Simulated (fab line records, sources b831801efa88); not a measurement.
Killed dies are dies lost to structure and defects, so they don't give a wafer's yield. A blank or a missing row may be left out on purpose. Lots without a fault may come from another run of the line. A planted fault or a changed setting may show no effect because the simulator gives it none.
Which tool did it? | flow gf180mcu | 13 lots, 38 wafers sampled, at 5 steps of a route of 602

WHAT THE GAUGES READ, wafer by wafer
GF_STI_BOW_MEAS_00. Usual: INCOMING_BOW 0 um, standard deviation 6.2.
lot  | measured    | on            | INCOMING_BOW (um) | flag
L757 | day 1 15:02 | film_metro-03 | -3 -10 3          |
L758 | day 1 20:00 | film_metro-01 | 1 2 7             |
L759 | day 2 01:00 | film_metro-01 | 7 -6 0            |
L760 | day 2 06:00 | film_metro-02 | -3 10 -6          |
L761 | day 2 11:00 | film_metro-01 | 0 7 -12           |
L763 | day 2 21:02 | film_metro-02 | 8 0 5             |
L770 | day 4 08:04 | film_metro-03 | 3 -4              |
L773 | day 4 23:04 | film_metro-01 | 1 -1 -5           |
L774 | day 5 04:00 | film_metro-02 | -3 0 8            |
L775 | day 5 09:01 | film_metro-02 | -2 -2 2           |
L776 | day 5 14:01 | film_metro-02 | 0 -12 2           |
L777 | day 5 19:04 | film_metro-02 | 3 1 -12           |
L778 | day 6 00:00 | film_metro-02 | -2 11 -6          |

GF_STI_THK_MEAS_04. Usual: STI_CVD_03_THK 207.3 nm, standard deviation 1.9.
lot  | measured    | on            | STI_CVD_03_THK (nm) | flag
L757 | day 1 19:29 | film_metro-02 | 207.5 208.6 207.0   |
L758 | day 2 00:28 | film_metro-01 | 205.3 206.2 205.9   |
L759 | day 2 05:33 | film_metro-03 | 204.8 207.2 204.7   |
L760 | day 2 09:54 | film_metro-03 | 209.1 208.4 208.9   |
L761 | day 2 15:20 | film_metro-01 | 206.5 206.4 206.2   |
L763 | day 3 01:22 | film_metro-01 | 206.8 205.8 203.3   |
L770 | day 4 11:35 | film_metro-02 | 207.5 208.7         |
L773 | day 5 03:35 | film_metro-01 | 209.3 209.8 210.5   |
L774 | day 5 07:34 | film_metro-02 | 205.4 205.0 207.0   |
L775 | day 5 15:40 | film_metro-02 | 204.5 205.4 204.5   |
L776 | day 5 18:26 | film_metro-02 | 204.3 204.9 204.4   |
L777 | day 5 22:37 | film_metro-02 | 209.3 208.0 208.5   |
L778 | day 6 04:29 | film_metro-01 | 206.4 207.0 206.0   |

GF_VT_IMPLANT_RS_MEAS_47: measures by four-point-probe. Usual: NWELL_RS 487.6 ohm/sq, standard deviation 1.6.
lot  | measured     | on            | NWELL_RS (ohm/sq) | flag
L757 | day 7 19:13  | film_metro-04 | 485.5 485.1 486.3 |
L758 | day 8 03:03  | film_metro-04 | 487.9 488.0 486.0 |
L759 | day 8 08:51  | film_metro-04 | 487.8 487.4 486.4 |
L760 | day 8 15:25  | film_metro-02 | 488.9 490.0 489.0 |
L761 | day 9 00:27  | film_metro-03 | 486.2 487.6 486.3 |
L763 | day 9 11:41  | film_metro-02 | 489.3 488.3 489.1 |
L770 | day 11 10:21 | film_metro-03 | 484.9 477.5       | OFF
L773 | day 12 06:37 | film_metro-03 | 486.5 486.5 486.7 |
L774 | day 12 11:14 | film_metro-03 | 489.1 487.6 489.9 |
L775 | day 13 01:44 | film_metro-02 | 486.5 486.8 488.8 |
L776 | day 13 08:22 | film_metro-04 | 487.5 490.2 488.6 |
L777 | day 13 16:28 | film_metro-03 | 487.4 489.0 488.3 |
L778 | day 13 17:01 | film_metro-03 | 484.2 486.1 484.9 |

WHICH TOOL RAN EACH LOT (tool, then ch and the chambers of the sampled wafers, then the start)
lot  | GF_STI_CMP_25                | GF_NWELL_IMPLANT_09
L757 | cmp-01 ch 2,3, day 2 09:13   | implanter-04 ch 0, day 3 13:40
L758 | cmp-01 ch 0,2, day 2 14:40   | implanter-02 ch 0, day 3 18:40
L759 | cmp-01 ch 0,1, day 2 19:37   | implanter-02 ch 0, day 4 00:04
L760 | cmp-01 ch 0,2,3, day 3 00:38 | implanter-04 ch 0, day 4 04:50
L761 | cmp-02 ch 1,2,3, day 3 05:47 | implanter-03 ch 0, day 4 12:17
L763 | cmp-01 ch 1,3, day 3 15:34   | implanter-02 ch 0, day 4 21:53
L770 | cmp-02 ch 0, day 5 03:19     | implanter-02 ch 0, day 6 10:59
L773 | cmp-01 ch 0,3, day 5 19:20   | implanter-04 ch 0, day 7 03:56
L774 | cmp-02 ch 0,1,3, day 5 22:31 | implanter-04 ch 0, day 7 06:07
L775 | cmp-02 ch 0,1,3, day 6 08:49 | implanter-04 ch 0, day 7 18:44
L776 | cmp-02 ch 1,2,3, day 6 10:58 | implanter-03 ch 0, day 8 00:46
L777 | cmp-02 ch 0,1,2, day 6 18:14 | implanter-04 ch 0, day 8 05:17
L778 | cmp-02 ch 1,2,3, day 6 21:23 | implanter-04 ch 0, day 8 07:25
- GF_STI_CMP_25: polishes, stops on Si3N4, t overpolish 33 s, target thk 524.6 nm.
- GF_NWELL_IMPLANT_09

WHAT THE TOOLS THEMSELVES READ (means of the sampled wafers that have a number; where no wafer has one, the mark that the record gives instead)
GF_STI_CMP_25. Usual: motor_current_A 11.6 A, standard deviation 1.4; overpolish_run_s 33.001 s, standard deviation 0.0091; slurry_flow_ml_min 150.1, standard deviation 0.44; time_to_endpoint_s 121 s, standard deviation 3.5.
lot  | tool   | motor_current_A (A) | overpolish_run_s (s) | slurry_flow_ml_min | time_to_endpoint_s (s) | flag
L757 | cmp-01 | 13.2                | 33.002               | 150.0              | 120                    |
L758 | cmp-01 | 12.0                | 32.995               | 149.5              | 124                    |
L759 | cmp-01 | 11.9                | 33.009               | 150.1              | 123                    |
L760 | cmp-01 | 13.1                | 33.003               | 149.9              | 119                    |
L761 | cmp-02 | 10.7                | 32.998               | 149.9              | 125                    |
L763 | cmp-01 | 13.7                | 32.992               | 150.6              | 122                    |
L770 | cmp-02 | 12.6                | 33.004               | 150.4              | 124                    |
L773 | cmp-01 | 12.9                | 32.999               | 149.9              | 121                    |
L774 | cmp-02 | 10.8                | 33.007               | 150.4              | 119                    |
L775 | cmp-02 | 10.8                | 32.992               | 150.6              | 123                    |
L776 | cmp-02 | 10.8                | 33.000               | 149.9              | 116                    |
L777 | cmp-02 | 11.1                | 33.008               | 150.0              | 123                    |
L778 | cmp-02 | 10.3                | 33.003               | 150.2              | 117                    |

GF_NWELL_IMPLANT_09. Usual: beam_on_s 9.99 s, standard deviation 0.22; dose_ions_cm2 4e+12, standard deviation 5.1e+09; faraday_current_uA 22.6, standard deviation 0.5.
lot  | tool         | beam_on_s (s) | dose_ions_cm2 | faraday_current_uA | flag
L757 | implanter-04 | 9.97          | 4e+12         | 22.6               |
L758 | implanter-02 | 9.71          | 4e+12         | 23.2               |
L759 | implanter-02 | 10.00         | 4e+12         | 22.6               |
L760 | implanter-04 | 10.18         | 4e+12         | 22.2               |
L761 | implanter-03 | 9.85          | 4e+12         | 22.9               |
L763 | implanter-02 | 10.05         | 4e+12         | 22.4               |
L770 | implanter-02 | 10.55         | 4e+12         | 21.4               |
L773 | implanter-04 | 10.13         | 4e+12         | 22.2               |
L774 | implanter-04 | 9.88          | 4e+12         | 22.8               |
L775 | implanter-04 | 9.81          | 4e+12         | 23.0               |
L776 | implanter-03 | 9.94          | 4e+12         | 22.6               |
L777 | implanter-04 | 9.96          | 4e+12         | 22.7               |
L778 | implanter-04 | 10.09         | 4e+12         | 22.4               |

THE ANSWER, worked out from the rows above alone
Rule: a lot is off if the mean of its wafers that have a number lies more than 3 standard deviations from the usual mean. A lot without any number at a reading at which 4 lots or more have one is off too. The other lots that the step has rows for count as sound. The gauges are gone through in route order, then the tools' own readings, and for those a lot's mean is taken as printed above. The first step at which some lot is off is used, and at that step the reading that is off furthest; a lot without a number counts as furthest.
Off: L770, at GF_VT_IMPLANT_RS_MEAS_47 (NWELL_RS).
A tool fits if, at a process step before that reading, it ran every lot that is off, and no sound lot after the first of them. The gauges at GF_VT_IMPLANT_RS_MEAS_47 are tried like those tools. One fits: implanter-02 at GF_NWELL_IMPLANT_09. Its last sound lot is L763 (day 4 21:53), its first lot that is off L770 (day 6 10:59): a fault that began between those two fits.

WHAT THE SIMULATOR HAD PUT IN
Process parameter drift: implanter-02, from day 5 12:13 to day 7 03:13, at GF_NWELL_IMPLANT_09. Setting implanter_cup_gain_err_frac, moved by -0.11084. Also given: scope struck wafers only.
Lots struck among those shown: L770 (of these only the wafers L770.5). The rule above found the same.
